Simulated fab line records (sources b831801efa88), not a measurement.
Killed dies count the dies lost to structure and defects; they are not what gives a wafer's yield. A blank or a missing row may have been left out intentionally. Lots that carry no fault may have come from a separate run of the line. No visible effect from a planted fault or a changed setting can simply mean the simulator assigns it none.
Comparing a struck lot with a sound one ; flow sky130 ; 42 steps out of a route of 708
Sound: these wafers, L692.2, L692.3, L692.4. Wafers L703.1, L703.5, L703.6 were the ones struck. Last of all comes the cause.
Order at every step that has rows: each side's tool, ch and its chambers, its first start. Under that, the readings that differ: sound wafers ; struck wafers ; difference of the means ; sigmas: that difference in standard deviations of wafers without a fault.
alike: readings with means less than 2 such deviations apart, plus words and numbers identical on both sides. not compared: withheld readings, readings lacking a value on some wafer, bounds such as >300 that could conceal the same value, and numbers that have no deviation in the record and whose values overlap.
A row with sigmas, a row that says differs or no value, or rows on one side alone: a step with any of these is where the two part. Numbers that don't overlap but have no deviation are shown without sigmas and don't part them. A reading that every wafer of one side lacks parts them only if that side has two wafers or more.

SKY_NWELL_OVL_MEAS_10:
  sound on overlay-01 at day 4 18:28; struck on overlay-02 at day 7 09:52
  alike: NWELL_00_OVL
then, 3 steps without rows for these wafers: SKY_NWELL_IMPLANT_11; SKY_NWELL_IMPLANT_12; SKY_NWELL_IMPLANT_13.
SKY_NWELL_STRIP_14: strips in O2/N2.
  sound on plasma asher-02 ch 0,1, day 4 18:57; struck on plasma asher-02 ch 0,1, day 7 10:22
  alike: drypump motor current A, oes product au, strip time to endpoint s
  not compared: rf hours counter h
SKY_NWELL_TW_MEAS_15:
  sound on film metro-04 at day 4 19:04; struck on film metro-01 at day 7 10:28
  alike: NWELL_TW
then, 6 steps without rows for these wafers: SKY_NWELL_DEHYDRATE_16 (time 60 s); SKY_NWELL_HMDS_17 (prime time 60 s); SKY_NWELL_COAT_18 (resist thk 3000 nm); SKY_NWELL_SOFTBAKE_19; SKY_NWELL_EXPOSE_20 (exposes mask NWM COMPLEMENT, target cd 840 nm); SKY_NWELL_PEB_21.
SKY_NWELL_DEVELOP_22: develop time 60 s.
  sound on litho track-02 ch 0, day 5 11:00; struck on litho track-02 ch 0, day 8 06:00
  alike: resist line temp C
SKY_NWELL_OVL_MEAS_23:
  sound on overlay-02 at day 5 11:55; struck on overlay-02 at day 8 07:01
  alike: NWELL_01_OVL
after that, 1 step had no rows for these wafers: SKY_NWELL_IMPLANT_24.
SKY_NWELL_STRIP_25: strips in O2/N2.
  sound on plasma asher-01 ch 0,1, day 5 12:06; struck on plasma asher-01 ch 0,1, day 8 07:12
  alike: drypump motor current A, oes product au, strip time to endpoint s
  not compared: rf hours counter h
SKY_NWELL_TW_MEAS_26:
  sound on film metro-04 at day 5 12:13; struck on film metro-01 at day 8 07:18
  alike: NWELL_2_TW
then, 1 step without rows for these wafers: SKY_NWELL_CLEAN_27 (cleans in SC1/SC2, time 150 s).
SKY_NWELL_RTA_28: time 30 s.
  sound on rtp anneal-01 ch 0, day 5 12:20; struck on rtp anneal-02 ch 0, day 8 07:25
  alike: chamber o2 ppm, lamp power pct, wafer_temp_C_max
SKY_NWELL_RS_MEAS_29: a four-point-probe measurement.
  sound on film metro-01 at day 5 12:26; struck on film metro-03 at day 8 07:31
  alike: NWELL_RS
SKY_NWELL_RS_MEAS_31: a four-point-probe measurement.
  sound on film metro-01 at day 5 12:41; struck on film metro-03 at day 8 07:45
reading;sound;struck;difference;sigmas
PWDE_RS (ohm/sq);5274 5253 5242;5302 5294 5302;+43;+2
then, 7 steps without rows for these wafers: SKY_VT_ADJUST_HVTP_DEHYDRATE_00 (time 60 s); SKY_VT_ADJUST_HVTP_HMDS_01 (prime time 60 s); SKY_VT_ADJUST_HVTP_COAT_02 (resist thk 1140 nm); SKY_VT_ADJUST_HVTP_SOFTBAKE_03 (time 60 s); SKY_VT_ADJUST_HVTP_EXPOSE_04 (exposes mask HVTPM, target cd 380 nm); SKY_VT_ADJUST_HVTP_PEB_05; SKY_VT_ADJUST_HVTP_DEVELOP_06 (develop time 60 s).
SKY_VT_ADJUST_HVTP_CD_MEAS_07: the cd target is 380 nm.
  sound on cd sem-01 at day 6 05:32; struck on cd sem-01 at day 9 04:34
  alike: cd nm
SKY_VT_ADJUST_HVTP_OVL_MEAS_08:
  sound on overlay-01 at day 6 05:38; struck on overlay-01 at day 9 04:41
  alike: VT_ADJUST_HVTP_OVL
after that, 1 step had no rows for these wafers: SKY_VT_ADJUST_HVTP_IMPLANT_09.
SKY_VT_ADJUST_HVTP_STRIP_10: strips in O2/N2.
  sound on plasma asher-04 ch 0,1, day 6 05:49; struck on plasma asher-04 ch 0,1, day 9 04:52
  alike: drypump motor current A, oes product au, strip time to endpoint s
  not compared: rf hours counter h
SKY_VT_ADJUST_HVTP_TW_MEAS_11:
  sound on film metro-04 at day 6 05:56; struck on film metro-04 at day 9 04:58
  alike: VT_ADJUST_HVTP_TW
then, 7 steps without rows for these wafers: SKY_VT_ADJUST_LVTN_DEHYDRATE_00 (time 60 s); SKY_VT_ADJUST_LVTN_HMDS_01 (prime time 60 s); SKY_VT_ADJUST_LVTN_COAT_02 (resist thk 3000 nm); SKY_VT_ADJUST_LVTN_SOFTBAKE_03; SKY_VT_ADJUST_LVTN_EXPOSE_04 (exposes mask NWM COMPLEMENT LESS NATIVE, target cd 840 nm); SKY_VT_ADJUST_LVTN_PEB_05; SKY_VT_ADJUST_LVTN_DEVELOP_06 (develop time 60 s).
SKY_VT_ADJUST_LVTN_OVL_MEAS_07:
  sound on overlay-02 at day 7 00:49; struck on overlay-02 at day 10 01:46
  alike: VT_ADJUST_LVTN_OVL
-- the record jumps here: 39 days lie between the struck wafers' starts before and after (it left off in module VT_ADJUST_LVTN and takes up again in module PAD_OPEN, whose first step shown is number 708 of the route) --
SKY_PAD_OPEN_PROBE_99:
  sound on prober-01 at day 45 15:23; struck on prober-01 at day 48 16:55
reading;sound;struck;difference;sigmas
model.etest.res iso pwell.width nm (nm);2655 2650 2647;2630 2632 2618;-24;
  alike: killed_at_M0_to_M3, killed_at_M4_up, killed at contacts, killed at front end, killed at other, killed dies, killed open, killed short

## WHERE THEY PART
At SKY_NWELL_RS_MEAS_31 and nowhere else, as far as this record goes. Later steps at which nothing parts them and some readings are alike: SKY_VT_ADJUST_HVTP_CD_MEAS_07, SKY_VT_ADJUST_HVTP_OVL_MEAS_08, SKY_VT_ADJUST_HVTP_STRIP_10, SKY_VT_ADJUST_HVTP_TW_MEAS_11, SKY_VT_ADJUST_LVTN_OVL_MEAS_07, SKY_PAD_OPEN_PROBE_99.

WHY: whatever the simulator had introduced
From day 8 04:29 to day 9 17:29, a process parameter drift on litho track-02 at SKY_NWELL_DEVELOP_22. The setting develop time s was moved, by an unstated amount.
